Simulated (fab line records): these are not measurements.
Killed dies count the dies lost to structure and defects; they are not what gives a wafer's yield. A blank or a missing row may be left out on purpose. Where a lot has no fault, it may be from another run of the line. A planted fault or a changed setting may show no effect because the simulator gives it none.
Chamber matching | flow sky130 | 4 sister chambers for SKY_VIA1_ETCH_15 on rieDiel-04
The step etches SiO2 in C4F8/O2/Ar, stops on TiN, target depth 351 nm, time 54 s. 16 wafers are shown with their chamber, then 8 later ones without.

== WAFERS WITH THEIR CHAMBER ==
wafer  | chamber | oesProductAu (a.u.) | biasW (W)
L788.1 | 2       | 0.975               | 1202
L788.3 | 3       | 0.978               | 1201
L788.5 | 0       | 0.982               | 1198
L790.3 | 1       | 0.981               | 1196
L790.5 | 0       | 0.983               | 1204
L790.6 | 3       | 0.984               | 1201
L793.1 | 0       | 0.980               | 1202
L793.3 | 2       | 0.981               | 1194
L793.4 | 1       | 0.996               | 1197
L798.4 | 0       | 0.981               | 1198
L798.5 | 1       | 0.982               | 1197
L798.6 | 2       | 0.974               | 1198
L802.1 | 3       | 0.978               | 1197
L802.2 | 0       | 0.986               | 1194
L802.4 | 2       | 0.977               | 1202
L807.2 | 0       | 0.978               | 1201

SIGNATURES (averages over the wafers above)
reading      | chamber 0 | chamber 1 | chamber 2 | chamber 3 | scatter within a chamber
oesProductAu | 0.98167   | 0.98633   | 0.97675   | 0.98000   | 0.00439
biasW        | 1199.50   | 1196.67   | 1199.00   | 1199.67   | 3.15
Rule: a wafer's distance from a chamber is the root of the sum, over the readings, of the square of ((its reading less the chamber's mean) divided by the reading's scatter). If the next closest chamber is less than 2 further off than the closest, the wafer can't be placed; otherwise it belongs to the closest. The scatter: take each reading less its chamber's mean, square it, sum over the shown wafers, divide by the number of wafers less the number of chambers, and take the root.

== WAFERS WITH NO CHAMBER GIVEN ==
wafer  | oesProductAu (a.u.) | biasW (W)
L807.3 | 0.975               | 1193
L807.6 | 0.982               | 1196
L808.2 | 0.986               | 1202
L808.3 | 0.983               | 1197
L808.6 | 0.986               | 1203
L809.4 | 0.981               | 1201
L809.5 | 0.987               | 1200
L809.6 | 0.975               | 1200

== WHICH CHAMBER EACH WENT THROUGH ==
wafer  | from the rows above               | in truth
L807.3 | can't be placed: 2 or 3 or 0 or 1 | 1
L807.6 | can't be placed: 1 or 0 or 3 or 2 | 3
L808.2 | can't be placed: 0 or 3 or 1 or 2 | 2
L808.3 | can't be placed: 1 or 0 or 3 or 2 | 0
L808.6 | can't be placed: 0 or 3 or 1 or 2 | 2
L809.4 | can't be placed: 3 or 0 or 2 or 1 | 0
L809.5 | can't be placed: 1 or 0 or 3 or 2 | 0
L809.6 | can't be placed: 2 or 3 or 0      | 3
Correct placement for 0 of the 8. These rows do not allow placing 8 (true chamber among the candidates in 8). Placed wrongly: 0.
